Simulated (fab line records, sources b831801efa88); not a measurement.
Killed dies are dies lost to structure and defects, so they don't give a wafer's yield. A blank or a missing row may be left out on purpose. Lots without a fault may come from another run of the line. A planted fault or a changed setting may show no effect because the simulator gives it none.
fab line records | flow gf180mcu | part 1 of 2: steps 1 to 27 of 38
record lots=5 wafers=15 last_day=33
route steps=602 shown STI@5 DNWELL@32 NWELL@42
lots that met no fault: from a run of the same line without faults
start_h: hours from the record's first day to the start of the lot's first wafer shown | wait_h: hours since the lot's step before | " the same as in the row above | L1.1+2: a row that stands for several wafers | - no value, or no start given | * or withheld: withheld | < > ~ a bound
route shown NAME@n: a module of which the file shows steps, and the number in the route of the first | usual: mean/standard deviation of fault-free wafers | same: alike in all rows | chamber/n: place in a boat | sites: the reading at each site | _std_site: their standard deviation | _edge_site: outer sites' mean less inner sites' | radius_mm: how far each site lies from the wafer's centre | mask NAME#n: copy n | behind: the tool/chamber that last shaped the wafer | hold: why the lot was held/for how many hours/how that ended | device: the transistor (n, p or np) that didn't switch | end of line: the same wafers' tests at the end of the route | a step without rows: its recipe alone | killed: dies lost to structure and defects at the first sort, not the wafer's yield | map: a wafer's dies, x killed, . not, _ none there
set.NAME: the setting as run; set.NAME@STEP: as run at that earlier step | model.NAME: the simulator's own value behind a step, which no gauge read
lots at some steps of the route; a table a step, a row a wafer
services: from which hour (start_h, from the record's first day; less than 0 if before it) a tool's chamber was out of use, for how many hours, and why
## steps
# step GF_STI_THK_MEAS_04
# recipe reads=Si3N4_of_STI_CVD_03
# usual STI_CVD_03_THK=207.1/1.9
# columns lot.wafer tool chamber start_h wait_h STI_CVD_03_THK[nm]
L074.2 film_metro-01 - 13.74 0.0 212.7
L074.4 " - " " 209.3
L074.5 " - " " 210.6
L075.2 film_metro-04 - 19.02 0.0 205.8
L075.3 " - " " 206.5
L075.5 " - " " 204.4
L080.2 film_metro-02 - 44.68 0.0 206.9
L080.3 " - " " 206.9
L080.4 " - " " 208.8
L083.2 film_metro-01 - 62.91 0.0 204.3
L083.5 " - " " 204.3
L083.6 " - " " 204.2
L092.2 film_metro-04 - 103.79 0.0 206.1
L092.5 " - " " 205.7
L092.6 " - " " 206.6
# step GF_STI_DEHYDRATE_05
# recipe temp_c=200 time_s=60
# usual exhaust_pa=45.2/0.92
# columns lot.wafer tool chamber start_h wait_h exhaust_pa
L074.2 litho_track-04 0 19.23 5.5 43.9
L074.4 " 0 " " 43.4
L074.5 " 0 " " 44.5
L075.2 litho_track-04 0 24.03 5.0 43.3
L075.3 " 0 " " 44.0
L075.5 " 0 " " 45.1
L080.2 litho_track-04 0 49.98 5.3 45.6
L080.3 " 0 " " 46.1
L080.4 " 0 " " 46.2
L083.2 litho_track-03 0 68.80 5.9 44.2
L083.5 " 0 " " 44.7
L083.6 " 0 " " 43.6
L092.2 litho_track-04 0 110.68 6.9 45.7
L092.5 " 0 " " 46.2
L092.6 " 0 " " 46.9
# step GF_STI_HMDS_06
# recipe prime_time_s=60 prime_temp_c=120
# usual exhaust_pa=44.8/0.9
# columns lot.wafer tool chamber start_h wait_h exhaust_pa
L074.2 litho_track-04 0 19.38 0.1 44.9
L074.4 " 0 " " 45.2
L074.5 " 0 " " 45.7
L075.2 litho_track-04 0 24.18 0.1 45.2
L075.3 " 0 " " 44.7
L075.5 " 0 " " 43.8
L080.2 litho_track-04 0 50.13 0.1 44.9
L080.3 " 0 " " 43.5
L080.4 " 0 " " 45.7
L083.2 litho_track-03 0 68.95 0.1 45.1
L083.5 " 0 " " 44.4
L083.6 " 0 " " 44.1
L092.2 litho_track-04 0 110.83 0.1 46.8
L092.5 " 0 " " 46.6
L092.6 " 0 " " 46.1
# step GF_STI_COAT_07
# recipe resist=KrF spin_rpm=withheld resist_thk_nm=700
# usual exhaust_pa=44.9/0.98
# columns lot.wafer tool chamber start_h wait_h exhaust_pa
L074.2 litho_track-04 0 19.53 0.1 43.3
L074.4 " 0 " " 44.0
L074.5 " 0 " " 43.6
L075.2 litho_track-04 0 24.33 0.1 45.2
L075.3 " 0 " " 46.3
L075.5 " 0 " " 44.9
L080.2 litho_track-04 0 50.28 0.1 44.9
L080.3 " 0 " " 45.9
L080.4 " 0 " " 45.4
L083.2 litho_track-03 0 69.10 0.1 45.2
L083.5 " 0 " " 45.8
L083.6 " 0 " " 46.1
L092.2 litho_track-04 0 110.98 0.1 45.1
L092.5 " 0 " " 44.6
L092.6 " 0 " " 44.4
# step GF_STI_SOFTBAKE_08
# recipe temp_c=130 time_s=60 resist=KrF
# usual exhaust_pa=45.3/0.95
# columns lot.wafer tool chamber start_h wait_h exhaust_pa
L074.2 litho_track-04 0 19.68 0.1 45.5
L074.4 " 0 " " 45.6
L074.5 " 0 " " 46.9
L075.2 litho_track-04 0 24.48 0.1 44.9
L075.3 " 0 " " 45.1
L075.5 " 0 " " 45.7
L080.2 litho_track-04 0 50.43 0.1 45.6
L080.3 " 0 " " 45.1
L080.4 " 0 " " 45.4
L083.2 litho_track-03 0 69.25 0.1 42.9
L083.5 " 0 " " 44.5
L083.6 " 0 " " 44.5
L092.2 litho_track-04 0 111.13 0.1 45.9
L092.5 " 0 " " 46.0
L092.6 " 0 " " 44.1
# step GF_STI_EXPOSE_09
# recipe mask_id=COMP target_cd_nm=220 na=0.68 source_shape=conventional sigma_outer=0.6 dose_mj=28
# columns lot.wafer tool chamber start_h wait_h mask
L074.2+4+5 krf_scanner-01 0 - - COMP#0
L075.2+3+5 krf_scanner-01 0 - - COMP#0
L080.2+3+4 krf_scanner-01 0 - - COMP#0
L083.2+5+6 krf_scanner-02 0 - - COMP#0
L092.2+5+6 krf_scanner-01 0 - - COMP#0
# step GF_STI_PEB_10
# recipe peb_temp_c=135 peb_time_s=90 resist=KrF
# usual exhaust_pa=45.0/0.91
# columns lot.wafer tool chamber start_h wait_h exhaust_pa
L074.2 litho_track-04 0 - - 45.3
L074.4 " 0 " " 46.5
L074.5 " 0 " " 45.0
L075.2 litho_track-03 0 - - 43.9
L075.3 " 0 " " 44.3
L075.5 " 0 " " 44.1
L080.2 litho_track-02 0 - - 45.0
L080.3 " 0 " " 45.3
L080.4 " 0 " " 44.7
L083.2 litho_track-02 0 - - 45.5
L083.5 " 0 " " 43.9
L083.6 " 0 " " 45.0
L092.2 litho_track-04 0 - - 46.4
L092.5 " 0 " " 47.1
L092.6 " 0 " " 46.5
# step GF_STI_DEVELOP_11
# recipe develop_time_s=60 dev_temp_c=21
# usual exhaust_pa=45.2/0.84
# columns lot.wafer tool chamber start_h wait_h exhaust_pa
L074.2 litho_track-04 0 25.18 0.2 45.3
L074.4 " 0 " " 44.1
L074.5 " 0 " " 45.1
L075.2 litho_track-03 0 30.25 0.2 46.0
L075.3 " 0 " " 44.7
L075.5 " 0 " " 46.0
L080.2 litho_track-02 0 56.85 0.2 46.1
L080.3 " 0 " " 46.0
L080.4 " 0 " " 44.8
L083.2 litho_track-02 0 76.20 0.2 46.8
L083.5 " 0 " " 45.5
L083.6 " 0 " " 44.9
L092.2 litho_track-04 0 118.03 0.2 44.9
L092.5 " 0 " " 44.1
L092.6 " 0 " " 45.3
# step GF_STI_CD_MEAS_12
# recipe target_cd_nm=220
# usual cd_nm=220.1/1.1
# columns lot.wafer tool chamber start_h wait_h cd_nm
L074.2 cd_sem-02 - 25.32 0.1 218.5
L074.4 " - " " 220.5
L074.5 " - " " 219.1
L075.2 cd_sem-01 - 30.39 0.1 221.4
L075.3 " - " " 220.7
L075.5 " - " " 220.3
L080.2 cd_sem-02 - 57.00 0.1 219.4
L080.3 " - " " 218.6
L080.4 " - " " 219.7
L083.2 cd_sem-02 - 76.35 0.1 220.7
L083.5 " - " " 219.8
L083.6 " - " " 220.5
L092.2 cd_sem-02 - 118.17 0.1 219.6
L092.5 " - " " 220.7
L092.6 " - " " 220.1
# step GF_STI_ETCH_13
# recipe chemistry=CHF3/O2 stop_on=Si over_etch_frac=0.3 target_depth_a=2823.1 source_w=600 bias_w=200 pressure_mtorr=40 chf3_flow_sccm=50 O2_flow_sccm=5 time_s=112.9
# usual drypump_motor_current_A=5.7/0.42 oes_product_au=0.833/0.006 rf_fwd_power_W=596.7/1.9 throttle_valve_pct=8.811/0.0099
# columns lot.wafer tool chamber start_h wait_h drypump_motor_current_A oes_product_au rf_fwd_power_W rf_hours_counter_h throttle_valve_pct
L074.2 rie_diel-02 1 25.42 0.1 6.1 0.839 596.8 10 8.805
L074.4 " 3 " " 5.6 0.828 593.4 111 8.821
L074.5 " 0 " " 5.7 0.837 597.8 - 8.818
L075.2 rie_diel-03 1 30.49 0.1 4.9 0.843 595.4 16 8.824
L075.3 " 3 " " 6.0 0.828 595.1 100 8.814
L075.5 " 0 " " 5.6 0.824 601.0 - 8.814
L080.2 rie_diel-04 3 57.10 0.1 5.6 0.825 598.0 6 8.794
L080.3 " 1 " " 4.8 0.823 595.4 168 8.802
L080.4 " 0 " " 6.0 0.833 595.3 47 8.818
L083.2 rie_diel-03 2 76.45 0.1 6.2 0.831 595.8 31 8.811
L083.5 " 1 " " 4.9 0.823 592.8 - 8.824
L083.6 " 0 " " 5.7 0.819 597.6 - 8.798
L092.2 rie_diel-04 2 118.27 0.1 5.9 0.836 594.4 94 8.795
L092.5 " 3 " " 5.6 0.833 599.9 - 8.820
L092.6 " 0 " " 5.9 0.831 593.0 - 8.819
# step GF_STI_ETCH_14
# recipe target=Si chemistry=HBr/Cl2/O2 target_depth_nm=360 icp_w=600 bias_w=150 pressure_mtorr=15 HBr_flow_sccm=150 Cl2_flow_sccm=40 O2_flow_sccm=6 time_s=102.9
# usual HBr_flow_sccm=150.1/0.42 drypump_motor_current_A=5.7/0.47 he_backside_leak_sccm=2.71/0.22 oes_product_au=1.001/0.0091 rf_fwd_power_W=596.4/2.1 throttle_valve_pct=25.656/0.01
# columns lot.wafer tool chamber start_h wait_h HBr_flow_sccm drypump_motor_current_A he_backside_leak_sccm oes_product_au rf_fwd_power_W rf_hours_counter_h throttle_valve_pct
L074.2 rie_si-02 3 25.50 0.0 151.4 5.3 2.75 1.003 595.6 135 25.647
L074.4 " 0 " " 149.7 6.2 2.50 0.999 598.9 88 25.649
L074.5 " 3 " " 150.6 5.3 2.63 1.006 597.9 - 25.652
L075.2 rie_si-01 2 30.57 0.0 149.8 6.3 2.46 0.996 595.3 84 25.673
L075.3 " 1 " " 150.2 6.0 2.84 0.985 595.0 96 25.672
L075.5 " 1 " " 150.6 6.0 2.97 0.993 596.3 - 25.677
L080.2 rie_si-02 1 57.18 0.0 150.2 5.3 2.94 0.998 598.8 112 25.645
L080.3 " 0 " " 150.3 6.2 2.56 0.992 592.5 88 25.667
L080.4 " 3 " " 149.9 5.3 2.78 1.011 596.6 135 25.655
L083.2 rie_si-01 2 76.53 0.0 150.1 6.2 2.44 1.004 595.8 84 25.656
L083.5 " 0 " " 150.3 6.1 2.69 1.009 593.5 - 25.639
L083.6 " 2 " " 150.2 6.3 2.37 1.005 594.9 - 25.663
L092.2 rie_si-01 3 118.35 0.0 150.3 5.0 2.74 0.998 598.5 4 25.669
L092.5 " 2 " " 150.6 6.3 2.67 1.003 590.7 - 25.648
L092.6 " 3 " " 150.1 4.9 2.67 0.995 596.8 - 25.664
# step GF_STI_STRIP_15
# recipe chemistry=O2/N2 power_w=1400 pressure_mtorr=1500 platen_temp_c=250 o2_flow_sccm=3000 n2_flow_sccm=300 overash_fraction=0.5
# usual drypump_motor_current_A=5.4/0.45 heater_power_w=332/28 oes_product_au=0.384/0.0053 strip_time_to_endpoint_s=3.74/0.042
# columns lot.wafer tool chamber start_h wait_h drypump_motor_current_A heater_power_w oes_product_au rf_hours_counter_h strip_time_to_endpoint_s
L074.2 plasma_asher-01 1 25.58 0.0 5.3 309 0.379 24 3.70
L074.4 " 0 " " 5.2 372 0.375 - 3.72
L074.5 " 1 " " 5.3 302 0.385 - 3.80
L075.2 plasma_asher-01 0 30.65 0.0 5.2 362 0.381 24 3.71
L075.3 " 1 " " 5.3 295 0.382 - 3.75
L075.5 " 1 " " 5.3 300 0.381 - 3.71
L080.2 plasma_asher-01 1 57.25 0.0 5.3 300 0.383 27 3.76
L080.3 " 1 " " 5.3 304 0.391 - 3.81
L080.4 " 0 " " 5.2 379 0.388 - 3.71
L083.2 plasma_asher-01 0 76.60 0.0 5.2 362 0.381 29 3.80
L083.5 " 0 " " 5.2 371 0.385 - 3.69
L083.6 " 1 " " 5.3 306 0.379 - 3.70
L092.2 plasma_asher-03 0 118.43 0.0 5.6 342 0.389 0 3.78
L092.5 " 0 " " 5.6 339 0.381 - 3.69
L092.6 " 1 " " 4.6 339 0.381 - 3.73
# step GF_STI_CLEAN_16
# recipe chemistry=dHF time_s=25 dilution=100:1
# columns lot.wafer tool chamber start_h wait_h
L074.2+4+5 wet_bench-02 0 25.68 0.1
L075.2+3+5 wet_bench-02 1 30.75 0.1
L080.2+3+4 wet_bench-02 2 57.35 0.1
L083.2+5+6 wet_bench-02 1 76.70 0.1
L092.2+5+6 wet_bench-03 1 118.53 0.1
# step GF_STI_WET_ETCH_17
# recipe chemistry=H3PO4 target_depth_nm=45 temp_c=160 target=Si3N4 time_s=514
# usual bath_guard_temp_C=160.0/0.43
# columns lot.wafer tool chamber start_h wait_h bath_guard_temp_C
L074.2 wet_bench-03 3 25.69 0.0 159.9
L074.4 " 3 " " 160.0
L074.5 " 3 " " 159.7
L075.2 wet_bench-02 2 30.76 0.0 159.8
L075.3 " 2 " " 160.0
L075.5 " 2 " " 160.1
L080.2 wet_bench-03 3 57.37 0.0 160.1
L080.3 " 3 " " 160.0
L080.4 " 3 " " 159.9
L083.2 wet_bench-03 0 76.72 0.0 160.3
L083.5 " 0 " " 160.8
L083.6 " 0 " " 160.9
L092.2 wet_bench-02 1 118.54 0.0 159.3
L092.5 " 1 " " 159.6
L092.6 " 1 " " 159.3
# step GF_STI_CLEAN_18
# recipe chemistry=SC1/SC2 mix=1:4:20 temp_c=70 time_s=150
# usual bath_guard_temp_C=70.2/0.44
# columns lot.wafer tool chamber start_h wait_h bath_guard_temp_C
L074.2 wet_bench-04 1 25.84 0.0 69.9
L074.4 " 1 " " 70.1
L074.5 " 1 " " 70.0
L075.2 wet_bench-03 3 30.93 0.0 69.6
L075.3 " 3 " " 69.9
L075.5 " 3 " " 69.6
L080.2 wet_bench-04 2 57.53 0.0 70.7
L080.3 " 2 " " 70.9
L080.4 " 2 " " 70.6
L083.2 wet_bench-02 2 76.87 0.0 70.0
L083.5 " 2 " " 69.9
L083.6 " 2 " " 70.1
L092.2 wet_bench-04 2 118.71 0.0 71.0
L092.5 " 2 " " 70.7
L092.6 " 2 " " 70.9
# step GF_STI_CLEAN_19
# recipe chemistry=dHF time_s=20 dilution=100:1
# columns lot.wafer tool chamber start_h wait_h
L074.2+4+5 wet_bench-03 0 25.90 0.0
L075.2+3+5 wet_bench-02 0 30.98 0.0
L080.2+3+4 wet_bench-02 0 57.58 0.0
L083.2+5+6 wet_bench-03 1 76.92 0.0
L092.2+5+6 wet_bench-03 0 118.76 0.0
# step GF_STI_WET_ETCH_20
# recipe chemistry=dHF dilution=100:1 target_depth_nm=20 temp_c=25 dry=ipa_marangoni target=SiO2 time_s=400
# columns lot.wafer tool chamber start_h wait_h
L074.2+4+5 wet_bench-04 1 25.91 0.0
L075.2+3+5 wet_bench-03 0 30.99 0.0
L080.2+3+4 wet_bench-03 2 57.60 0.0
L083.2+5+6 wet_bench-02 2 76.94 0.0
L092.2+5+6 wet_bench-02 3 118.77 0.0
# step GF_STI_OXIDATION_21
# recipe temp_c=1000 ambient=O2 stabilise_s=600 purge_s=300 target_thk_a=150 ox_time_s=458
# columns lot.wafer tool chamber start_h wait_h
L074.2+4+5 furnace-02 0 26.52 0.5
L075.2+3+5 furnace-02 0 31.11 0.0
L080.2+3+4 furnace-01 0 57.71 0.0
L083.2+5+6 furnace-01 0 77.07 0.0
L092.2+5+6 furnace-02 0 118.98 0.1
# step GF_STI_THK_MEAS_22
# recipe reads=SiO2_of_STI_OXIDATION_21
# usual STI_OXIDATION_01_THK=15.04/0.29
# columns lot.wafer tool chamber start_h wait_h STI_OXIDATION_01_THK[nm]
L074.2 film_metro-01 - 27.66 0.0 14.84
L074.4 " - " " 15.05
L074.5 " - " " 15.02
L075.2 film_metro-01 - 32.25 0.0 14.67
L075.3 " - " " 14.82
L075.5 " - " " 14.76
L080.2 film_metro-04 - 58.85 0.0 15.00
L080.3 " - " " 14.93
L080.4 " - " " 14.92
L083.2 film_metro-02 - 78.20 0.0 15.59
L083.5 " - " " 15.05
L083.6 " - " " 15.23
L092.2 film_metro-02 - 120.12 0.0 14.72
L092.5 " - " " 14.68
L092.6 " - " " 14.66
# step GF_STI_CVD_23
# recipe material=SiO2 target_thk_nm=650 sigma_open_frac=0.3 time_s=108.3 temp_c=600 sih4_flow_sccm=60 pressure_mtorr=6
# columns lot.wafer tool chamber start_h wait_h
L074.2+4+5 hdpcvd-02 2,0,1 27.71 0.0
L075.2+3+5 hdpcvd-01 0,1,0 32.30 0.0
L080.2+3+4 hdpcvd-01 0,2,0 58.90 0.0
L083.2+5+6 hdpcvd-02 1,2,0 78.25 0.0
L092.2+5+6 hdpcvd-01 2,0,2 120.17 0.0
# step GF_STI_THK_MEAS_24
# recipe reads=SiO2_of_STI_CVD_23
# usual STI_CVD_23_THK=653/8.4
# columns lot.wafer tool chamber start_h wait_h STI_CVD_23_THK[nm]
L074.2 film_metro-04 - 27.80 0.0 662
L074.4 " - " " 662
L074.5 " - " " 660
L075.2 film_metro-04 - 32.39 0.0 662
L075.3 " - " " 654
L075.5 " - " " 660
L080.2 film_metro-01 - 58.99 0.0 661
L080.3 " - " " 663
L080.4 " - " " 667
L083.2 film_metro-04 - 78.34 0.0 658
L083.5 " - " " 657
L083.6 " - " " 658
L092.2 film_metro-01 - 120.26 0.0 651
L092.5 " - " " 655
L092.6 " - " " 659
# step GF_STI_CMP_25
# recipe stop_on=Si3N4 t_overpolish_s=33 down_force_psi=4 platen_rpm=60 target_thk_nm=524.6 pad_velocity_m_s=0.94248
# usual motor_current_A=12.4/1.4 overpolish_run_s=33.000/0.0088 time_to_endpoint_s=121/3.4
# columns lot.wafer tool chamber start_h wait_h motor_current_A overpolish_run_s time_to_endpoint_s
L074.4 cmp-02 1 27.90 0.1 11.1 32.998 123
L074.2 " 2 " " 15.8 32.995 118
L074.5 " 1 " " 10.4 32.993 120
L075.2 cmp-02 3 32.54 0.1 11.7 33.017 122
L075.3 " 0 " " 13.2 32.996 121
L075.5 " 2 " " 15.0 32.999 120
L080.2 cmp-01 1 59.09 0.1 14.8 32.994 122
L080.3 " 2 " " 11.4 32.993 121
L080.4 " 3 " " 11.4 33.013 127
L083.2 cmp-02 2 78.54 0.2 14.5 32.991 117
L083.6 " 3 " " 11.5 33.017 119
L083.5 " 0 " " 13.3 32.990 116
L092.2 cmp-01 1 120.41 0.1 13.8 33.006 118
L092.6 " 3 " " 11.5 32.991 120
L092.5 " 0 " " 12.2 33.000 121
# step GF_STI_WET_ETCH_26
# recipe chemistry=dHF target_depth_nm=94 target=SiO2 temp_c=25 dilution=10:1 time_s=188
# columns lot.wafer tool chamber start_h wait_h
L074.2+4+5 wet_bench-02 3 28.15 0.1
L075.2+3+5 wet_bench-02 2 32.74 0.1
L080.2+3+4 wet_bench-02 2 59.34 0.2
L083.2+5+6 wet_bench-03 1 78.69 0.1
L092.2+5+6 wet_bench-02 3 120.61 0.1
# step GF_STI_WET_ETCH_27
# recipe chemistry=H3PO4 target_depth_nm=160 target=Si3N4 temp_c=160 time_s=1825
# usual bath_guard_temp_C=159.9/0.41
# columns lot.wafer tool chamber start_h wait_h bath_guard_temp_C
L074.2 wet_bench-03 3 28.21 0.0 159.9
L074.4 " 3 " " 159.4
L074.5 " 3 " " 159.9
L075.2 wet_bench-03 2 32.80 0.0 160.1
L075.3 " 2 " " 159.6
L075.5 " 2 " " 160.0
L080.2 wet_bench-03 3 59.40 0.0 159.9
L080.3 " 3 " " 159.9
L080.4 " 3 " " 159.8
L083.2 wet_bench-04 2 78.75 0.0 161.2
L083.5 " 2 " " 160.7
L083.6 " 2 " " 160.6
L092.2 wet_bench-03 0 120.67 0.0 160.6
L092.5 " 0 " " 160.8
L092.6 " 0 " " 160.4
# step GF_STI_WET_ETCH_28
# recipe chemistry=dHF target_depth_nm=20 dry=ipa_marangoni target=SiO2 temp_c=25 dilution=10:1 time_s=40
# columns lot.wafer tool chamber start_h wait_h
L074.2+4+5 wet_bench-04 2 28.73 0.0
L075.2+3+5 wet_bench-02 2 33.32 0.0
L080.2+3+4 wet_bench-04 2 59.91 0.0
L083.2+5+6 wet_bench-03 3 79.27 0.0
L092.2+5+6 wet_bench-04 0 121.19 0.0
# step GF_STI_OXIDATION_29
# recipe temp_c=900 ambient=O2 stabilise_s=600 purge_s=300 target_thk_a=100 ox_time_s=1418
# columns lot.wafer tool chamber start_h wait_h
L074.2+4+5 furnace-02 0 28.75 0.0
L075.2+3+5 furnace-01 0 34.22 0.9
L080.2+3+4 furnace-01 0 59.93 0.0
L083.2+5+6 furnace-01 0 79.44 0.2
L092.2+5+6 furnace-01 0 121.51 0.3
# step GF_STI_THK_MEAS_30
# recipe reads=SiO2_of_STI_OXIDATION_29
# usual STI_OXIDATION_02_THK=10.07/0.18
# columns lot.wafer tool chamber start_h wait_h STI_OXIDATION_02_THK[nm]
L074.2 film_metro-02 - 30.15 0.0 9.93
L074.4 " - " " 10.02
L074.5 " - " " 10.07
L075.2 film_metro-02 - 35.62 0.0 9.91
L075.3 " - " " 9.87
L075.5 " - " " 9.79
L080.2 film_metro-04 - 61.34 0.0 10.12
L080.3 " - " " 10.10
L080.4 " - " " 10.24
L083.2 film_metro-02 - 80.85 0.0 10.34
L083.5 " - " " 10.18
L083.6 " - " " 10.22
L092.2 film_metro-04 - 122.92 0.0 10.28
L092.5 " - " " 10.12
L092.6 " - " " 10.15
